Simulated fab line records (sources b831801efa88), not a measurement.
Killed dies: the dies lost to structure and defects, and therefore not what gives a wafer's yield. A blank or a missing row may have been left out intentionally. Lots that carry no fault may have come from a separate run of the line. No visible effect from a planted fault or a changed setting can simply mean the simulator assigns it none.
fab line records ; flow sky130
record lots=12; wafers=36; last_day=50
route steps=708 shown CAPM@539
lots that met no fault: taken from a fault-free run of the same line
start_h: hours from the record's first day to the start of the lot's first wafer shown ; wait_h: time in hours since the lot's previous step ; " identical to the entry in the row above ; L1.1+2: several wafers, shown together as one row ; - value missing, or start not given ; * or withheld: withheld ; < > ~ a bound
route shown NAME@n: a module of which the file shows steps, and the number in the route of the first ; usual: mean and standard deviation over wafers with no fault ; same: alike in all rows ; chamber/n: place in a boat ; sites: readings site by site ; _std_site: the standard deviation of these ; _edge_site: the outer-site mean with the inner-site mean subtracted ; radius_mm: for every site, how far away it sits from the centre of the wafer ; mask NAME#n: copy n ; behind: the tool/chamber that last shaped the wafer ; hold: the reason the lot was held/the length of the hold in hours/how it ended ; device: the transistor (n, p or np) that didn't switch ; end of line: tests of these same wafers at the route's end ; a step given without rows: its recipe and nothing more ; killed: the dies lost at the first sort to structure and to defects; this is not the yield of the wafer ; map: a wafer's dies, marking killed ones x, the rest . and places with no die _
set.NAME: the setting the step ran with; set.NAME@STEP: the setting that earlier step ran with ; model.NAME: the simulator's own value behind a step, which no gauge read
one table for each step of the route and one row for each wafer, over a sample of lots
services: the hour from which a tool's chamber was out of use, counted from the record's first day as start_h (under 0 if before that day), plus the number of hours and why
## steps
# step SKY_CAPM_SPUTTER_02
# recipe material=TiN; target_thk_nm=200; temp_c=300; power_w=6500; time_s=166.7; chamber_pressure_pa=0.4
# usual cathode_dc_power_W=6500.0/1.3; throttle_valve_pct=30.2/0.87
lot.wafer;tool;chamber;start_h;wait_h;cathode_dc_power_W;throttle_valve_pct
L727.1;pvd_sputter-04;-;866.49;0.1;6500.5;30.2
L727.2;pvd_sputter-04;-;866.49;0.1;6500.0;30.7
L727.4;pvd_sputter-04;-;866.49;0.1;6499.5;31.0
L729.3;pvd_sputter-01;-;879.79;0.0;6498.6;28.6
L729.4;pvd_sputter-01;-;879.79;0.0;6501.4;30.1
L729.5;pvd_sputter-01;-;879.79;0.0;6500.1;31.9
L730.2;pvd_sputter-04;-;892.56;0.0;6499.9;30.2
L730.3;pvd_sputter-04;-;892.56;0.0;6501.2;30.5
L730.5;pvd_sputter-04;-;892.56;0.0;6503.2;29.4
L731.2;pvd_sputter-02;-;895.96;0.0;6499.6;29.8
L731.5;pvd_sputter-02;-;895.96;0.0;6500.1;30.1
L731.6;pvd_sputter-02;-;895.96;0.0;6500.5;29.5
L735.2;pvd_sputter-02;-;923.62;0.0;6499.8;31.0
L735.3;pvd_sputter-02;-;923.62;0.0;6499.0;29.3
L735.6;pvd_sputter-02;-;923.62;0.0;6501.3;29.4
L736.1;pvd_sputter-04;-;935.39;0.1;6501.7;29.5
L736.3;pvd_sputter-04;-;935.39;0.1;6500.0;31.2
L736.6;pvd_sputter-04;-;935.39;0.1;6499.9;29.9
L742.1;pvd_sputter-04;-;968.04;0.1;6500.2;31.1
L742.3;pvd_sputter-04;-;968.04;0.1;6500.7;30.7
L742.5;pvd_sputter-04;-;968.04;0.1;6500.6;31.1
L743.3;pvd_sputter-04;-;973.29;0.0;6498.3;30.8
L743.4;pvd_sputter-04;-;973.29;0.0;6499.1;29.3
L743.5;pvd_sputter-04;-;973.29;0.0;6500.5;30.6
L744.3;pvd_sputter-04;-;985.84;0.0;6496.7;29.2
L744.4;pvd_sputter-04;-;985.84;0.0;6499.7;31.3
L744.5;pvd_sputter-04;-;985.84;0.0;6500.9;29.5
L745.1;pvd_sputter-04;-;986.70;0.1;6502.5;30.7
L745.5;pvd_sputter-04;-;986.70;0.1;6500.8;30.7
L745.6;pvd_sputter-04;-;986.70;0.1;6501.7;29.5
L746.1;pvd_sputter-02;-;1000.53;0.1;6499.9;30.6
L746.2;pvd_sputter-02;-;1000.53;0.1;6497.5;29.2
L746.5;pvd_sputter-02;-;1000.53;0.1;6501.8;30.8
L748.2;pvd_sputter-02;-;1010.20;0.0;6497.3;28.9
L748.4;pvd_sputter-02;-;1010.20;0.0;6500.4;29.8
L748.5;pvd_sputter-02;-;1010.20;0.0;6501.8;31.2
# step SKY_CAPM_RS_MEAS_03
# recipe thk_meas_gauge=four-point-probe; reads=TiN_of_CAPM_SPUTTER_02
# usual CAPM_TIN_RS=6.92/0.07
lot.wafer;tool;chamber;start_h;wait_h;CAPM_TIN_RS[ohm/sq]
L727.1;film_metro-04;-;866.60;0.1;6.94
L727.2;film_metro-04;-;866.60;0.1;6.81
L727.4;film_metro-04;-;866.60;0.1;6.90
L729.3;film_metro-04;-;879.94;0.1;6.78
L729.4;film_metro-04;-;879.94;0.1;6.87
L729.5;film_metro-04;-;879.94;0.1;6.84
L730.2;film_metro-04;-;892.69;0.1;6.94
L730.3;film_metro-04;-;892.69;0.1;6.86
L730.5;film_metro-04;-;892.69;0.1;6.87
L731.2;film_metro-04;-;896.09;0.1;7.06
L731.5;film_metro-04;-;896.09;0.1;7.00
L731.6;film_metro-04;-;896.09;0.1;6.99
L735.2;film_metro-04;-;923.75;0.1;6.88
L735.3;film_metro-04;-;923.75;0.1;6.92
L735.6;film_metro-04;-;923.75;0.1;6.92
L736.1;film_metro-04;-;935.50;0.1;6.81
L736.3;film_metro-04;-;935.50;0.1;6.86
L736.6;film_metro-04;-;935.50;0.1;6.86
L742.1;film_metro-04;-;968.15;0.1;6.85
L742.3;film_metro-04;-;968.15;0.1;6.82
L742.5;film_metro-04;-;968.15;0.1;6.83
L743.3;film_metro-01;-;973.44;0.1;7.82
L743.4;film_metro-01;-;973.44;0.1;7.68
L743.5;film_metro-01;-;973.44;0.1;7.79
L744.3;film_metro-03;-;985.99;0.1;7.76
L744.4;film_metro-03;-;985.99;0.1;8.02
L744.5;film_metro-03;-;985.99;0.1;7.88
L745.1;film_metro-01;-;986.81;0.1;7.90
L745.5;film_metro-01;-;986.81;0.1;7.87
L745.6;film_metro-01;-;986.81;0.1;7.82
L746.1;film_metro-01;-;1000.64;0.1;6.84
L746.2;film_metro-01;-;1000.64;0.1;6.99
L746.5;film_metro-01;-;1000.64;0.1;6.96
L748.2;film_metro-01;-;1010.33;0.1;6.93
L748.4;film_metro-01;-;1010.33;0.1;6.80
L748.5;film_metro-01;-;1010.33;0.1;6.85
# step SKY_CAPM_THK_MEAS_04
# recipe thk_meas_gauge=xrf; reads=TiN_of_CAPM_SPUTTER_02
# usual CAPM_TIN_THK=196.4/2.1
lot.wafer;tool;chamber;start_h;wait_h;CAPM_TIN_THK[nm]
L727.1;film_metro-04;-;866.72;0.1;194.5
L727.2;film_metro-04;-;866.72;0.1;198.3
L727.4;film_metro-04;-;866.72;0.1;196.0
L729.3;film_metro-04;-;880.04;0.1;199.2
L729.4;film_metro-04;-;880.04;0.1;196.7
L729.5;film_metro-04;-;880.04;0.1;197.9
L730.2;film_metro-04;-;892.80;0.1;196.2
L730.3;film_metro-04;-;892.80;0.1;197.8
L730.5;film_metro-04;-;892.80;0.1;197.5
L731.2;film_metro-04;-;896.20;0.1;193.7
L731.5;film_metro-04;-;896.20;0.1;194.6
L731.6;film_metro-04;-;896.20;0.1;195.1
L735.2;film_metro-04;-;923.86;0.1;197.8
L735.3;film_metro-04;-;923.86;0.1;196.8
L735.6;film_metro-04;-;923.86;0.1;196.9
L736.1;film_metro-04;-;935.62;0.1;200.6
L736.3;film_metro-04;-;935.62;0.1;197.6
L736.6;film_metro-04;-;935.62;0.1;198.8
L742.1;film_metro-04;-;968.27;0.1;198.7
L742.3;film_metro-04;-;968.27;0.1;199.0
L742.5;film_metro-04;-;968.27;0.1;199.1
L743.3;film_metro-01;-;973.54;0.1;175.6
L743.4;film_metro-01;-;973.54;0.1;177.3
L743.5;film_metro-01;-;973.54;0.1;174.7
L744.3;film_metro-03;-;986.09;0.1;174.7
L744.4;film_metro-03;-;986.09;0.1;169.5
L744.5;film_metro-03;-;986.09;0.1;172.6
L745.1;film_metro-01;-;986.93;0.1;172.3
L745.5;film_metro-01;-;986.93;0.1;172.6
L745.6;film_metro-01;-;986.93;0.1;173.5
L746.1;film_metro-01;-;1000.76;0.1;198.5
L746.2;film_metro-01;-;1000.76;0.1;195.4
L746.5;film_metro-01;-;1000.76;0.1;195.3
L748.2;film_metro-01;-;1010.44;0.1;197.3
L748.4;film_metro-01;-;1010.44;0.1;198.9
L748.5;film_metro-01;-;1010.44;0.1;197.2
# step SKY_CAPM_METAL_ETCH_13
# recipe target_depth_nm=220; stop_on=SiO2; chemistry=Cl2/BCl3; target=TiN; pressure_mtorr=10; icp_w=900; bias_w=48.5; Cl2_flow_sccm=60; bcl3_flow_sccm=30; time_s=62.9
# usual drypump_motor_current_A=5.6/0.38; oes_product_au=0.940/0.0064; throttle_valve_pct=21.903/0.011
lot.wafer;tool;chamber;start_h;wait_h;drypump_motor_current_A;oes_product_au;rf_hours_counter_h;throttle_valve_pct
L727.1;rie_metal-02;0;891.38;0.0;5.0;0.938;6;21.906
L727.2;rie_metal-02;1;891.38;0.0;5.8;0.951;8;21.894
L727.4;rie_metal-02;0;891.38;0.0;5.0;0.940;-;21.900
L729.3;rie_metal-02;1;905.71;0.0;5.8;0.943;-;21.895
L729.4;rie_metal-02;0;905.71;0.0;4.9;0.943;-;21.895
L729.5;rie_metal-02;1;905.71;0.0;5.8;0.945;-;21.901
L730.2;rie_metal-02;1;918.18;0.0;5.8;0.931;8;21.906
L730.3;rie_metal-02;1;918.18;0.0;5.8;0.937;-;21.884
L730.5;rie_metal-02;0;918.18;0.0;5.0;0.948;-;21.892
L731.2;rie_metal-01;1;921.50;0.0;5.8;0.929;-;21.906
L731.5;rie_metal-01;1;921.50;0.0;5.8;0.938;-;21.909
L731.6;rie_metal-01;1;921.50;0.0;5.8;0.939;-;21.914
L735.2;rie_metal-02;1;948.53;0.0;5.8;0.934;10;21.909
L735.3;rie_metal-02;1;948.53;0.0;5.8;0.936;-;21.897
L735.6;rie_metal-02;0;948.53;0.0;5.0;0.946;-;21.903
L736.1;rie_metal-04;1;959.08;0.0;5.6;0.943;6;21.889
L736.3;rie_metal-04;1;959.08;0.0;5.6;0.946;-;21.884
L736.6;rie_metal-04;1;959.08;0.0;5.6;0.941;-;21.908
L742.1;rie_metal-02;0;991.58;0.0;5.0;0.945;11;21.894
L742.3;rie_metal-02;0;991.58;0.0;4.9;0.948;-;21.881
L742.5;rie_metal-02;0;991.58;0.0;5.0;0.950;-;21.892
L743.3;rie_metal-01;0;996.51;0.0;5.8;0.880;-;21.946
L743.4;rie_metal-01;1;996.51;0.0;5.8;0.885;-;21.933
L743.5;rie_metal-01;0;996.51;0.0;5.8;0.879;-;21.941
L744.3;rie_metal-02;1;1009.86;0.0;5.8;0.879;-;21.948
L744.4;rie_metal-02;0;1009.86;0.0;4.9;0.866;-;21.966
L744.5;rie_metal-02;1;1009.86;0.0;5.8;0.881;-;21.959
L745.1;rie_metal-01;0;1009.93;0.0;5.8;0.871;17;21.945
L745.5;rie_metal-01;0;1009.93;0.0;5.8;0.873;-;21.938
L745.6;rie_metal-01;1;1009.93;0.0;5.8;0.878;-;21.961
L746.1;rie_metal-04;1;1023.98;0.0;5.6;0.947;10;21.897
L746.2;rie_metal-04;0;1023.98;0.0;6.2;0.939;6;21.922
L746.5;rie_metal-04;0;1023.98;0.0;6.2;0.936;-;21.904
L748.2;rie_metal-02;0;1032.78;0.0;5.0;0.943;13;21.894
L748.4;rie_metal-02;1;1032.78;0.0;5.8;0.945;-;21.888
L748.5;rie_metal-02;1;1032.78;0.0;5.8;0.947;-;21.874
## services
tool;chamber;start_h;hours;kind
rie_metal-04;0;861.84;1.7;repair
rie_metal-04;-;863.24;1.1;repair
rie_metal-04;0;874.65;-;clean
rie_metal-04;0;874.65;17.6;scheduled_down
rie_metal-04;0;874.65;17.6;vent_cycle
rie_metal-02;-;887.28;1.4;pm
pvd_sputter-01;-;890.55;2.6;repair
rie_metal-01;-;902.09;14.6;pm
pvd_sputter-02;0;903.07;-;consumable_replace:kit
pvd_sputter-02;0;903.07;18.0;scheduled_down
pvd_sputter-02;0;903.07;18.0;vent_cycle
pvd_sputter-02;-;934.79;2.4;repair
pvd_sputter-01;0;935.31;-;consumable_replace:kit
pvd_sputter-01;0;935.31;18.0;scheduled_down
pvd_sputter-01;0;935.31;18.0;vent_cycle
pvd_sputter-04;1;1009.73;-;consumable_replace:kit
pvd_sputter-04;1;1009.73;18.0;scheduled_down
pvd_sputter-04;1;1009.73;18.0;vent_cycle
## key
first_sign step=SKY_CAPM_RS_MEAS_03; reading=CAPM_TIN_RS; direction=up; sigmas=13; usual=6.92; struck=7.84
effect step=SKY_CAPM_THK_MEAS_04; reading=CAPM_TIN_THK; direction=down; sigmas=11; usual=196.4; struck=173.7
effect step=SKY_CAPM_METAL_ETCH_13; reading=oes_product_au; direction=down; sigmas=9.8; usual=0.940; struck=0.877
met_at SKY_CAPM_SPUTTER_02
struck_lots L743,L744,L745
onset_between 968.04 973.29
fault kind=process_parameter_drift; tool=pvd_sputter-04; chamber=-; onset_h=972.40; steps=SKY_CAPM_SPUTTER_02; channel=target_thk_nm; offset=-22.316; shape=step; end_h=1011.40; acts_in=these_recipes_only; stated=200
